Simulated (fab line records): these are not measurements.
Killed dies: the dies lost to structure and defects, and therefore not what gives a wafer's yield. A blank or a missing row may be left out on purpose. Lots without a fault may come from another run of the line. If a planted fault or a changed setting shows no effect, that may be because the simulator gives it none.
Split-lot trial -- flow sfq-line -- 5 lots, 23 wafers read, on a route of 325 steps

THE SPLIT
At SFQ_TRILAYER_M8_DEP_EVAP_196 (material Au, target thk 180 nm, time 900 s), the setting time-s was moved away from the recipe's 900 s on 5 of the 23 wafers read, by -13.1% to -12.7%. All remaining wafers had this setting at the recipe value.

FROM THE SPLIT ON TO THE READING: in between, the file shows 1 step
- SFQ_M8_RS_MEAS_949: measures by four-point-probe

THE READING
M8_AU_THK, in nm, at SFQ_M8_THK_MEAS_950 (measures by xrf). On this fab line, fault-free wafers typically give 180.4 nm with a standard deviation of 2.1 nm.

wafer,"tool, chamber at the split","time-s as run, s",against the recipe,"M8_AU_THK, nm",against lot-mates on the recipe
L079.2,"pvd-sputter-02, -",900,recipe,177.8,-
L079.3,"pvd-sputter-02, -",900,recipe,180.4,-
L079.4,"pvd-sputter-02, -",900,recipe,180.4,-
L079.5,"pvd-sputter-02, -",900,recipe,180.1,-
L079.6,"pvd-sputter-02, -",900,recipe,178.2,-
L081.3,"pvd-sputter-02, -",900,recipe,182.2,-
L081.5,"pvd-sputter-02, -",900,recipe,180.2,-
L081.6,"pvd-sputter-02, -",900,recipe,182.1,-
L083.1,"pvd-sputter-02, -",900,recipe,182.9,-
L083.2,"pvd-sputter-02, -",781.8,-13.1%,156.7,-25.4
L083.4,"pvd-sputter-02, -",781.8,-13.1%,155.9,-26.2
L083.5,"pvd-sputter-02, -",900,recipe,181.3,-
L083.6,"pvd-sputter-02, -",781.8,-13.1%,158.4,-23.7
L084.1,"pvd-sputter-01, -",900,recipe,180.3,-
L084.2,"pvd-sputter-01, -",900,recipe,181.2,-
L084.3,"pvd-sputter-01, -",900,recipe,176.3,-
L084.4,"pvd-sputter-01, -",900,recipe,178.2,-
L084.6,"pvd-sputter-01, -",900,recipe,176.6,-
L085.1,"pvd-sputter-02, -",900,recipe,181.9,-
L085.2,"pvd-sputter-02, -",900,recipe,179.6,-
L085.3,"pvd-sputter-02, -",786,-12.7%,156.0,-24.9
L085.4,"pvd-sputter-02, -",900,recipe,181.3,-
L085.5,"pvd-sputter-02, -",786,-12.7%,156.4,-24.5

FIT RESULTS
A straight line over all 23 wafers: M8_AU_THK changes by +1.8 nm for each +1% of time-s; r = +0.98; the points scatter about the line by 1.8 nm.
The same after taking each lot's own level away (the mean of its wafers on the recipe; 23 wafers): +1.93 nm for each +1%; r = +0.99; scatter 1.3 nm.
The reading moves by 25 nm for the largest change in time-s, on that fit.
Measured against the standard deviation above, the lots' own levels, which go from 178.52 to 182.10 nm, span 1.7 times it.
Consequently the slope shifts little with the lot-to-lot level, the two slopes agreeing.
Check: -25.3 nm against its lot-mates is what the line predicts for one of the wafers moved furthest among these (-13.1%) when that wafer is left out of the fit. It came out at -25.4 nm against them.

THE OTHER SPLITS THESE WAFERS WENT THROUGH
These wafers also went through other splits before the reading. Each is held against what the fit with the lots' levels taken away leaves over:
other split on the same wafers,wafers away from the commonest value,r with M8_AU_THK (lot level and that fit taken away)
SFQ_TRILAYER_M7_LITHO_PEB_180 peb-temp-c,6,-0.01
SFQ_TRILAYER_I7_CMP_CMP_184 down-force-psi,9,-0.07
SFQ_TRILAYER_I7_VIA_LITHO_COAT_192 spin-rpm,9,+0.08
SFQ_TRILAYER_M8_LITHO_COAT_193 spin-rpm,4,-0.47

THE WHOLE CHAIN: every reading that the file lists as answering this split, in the file's order
step,what it does,reading,change (the file's fit),r (the file's)
SFQ_TRILAYER_M8_DEP_EVAP_196,"material Au, target thk 180 nm, time 900 s","Au_of_TRILAYER_M8_DEP_EVAP_196.thk-nm (the simulator's own value, which no gauge read)",+1.94 nm for each +1% of the setting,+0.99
SFQ_M8_RS_MEAS_949,measures by four-point-probe,M8_AU_RS,-0.00192 for each +1% of the setting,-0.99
SFQ_M8_THK_MEAS_950,measures by xrf,M8_AU_THK,+1.93 for each +1% of the setting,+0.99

THE FILE'S OWN FIT
M8_AU_THK changes by +1.93 nm for each +1% of time-s, r = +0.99.
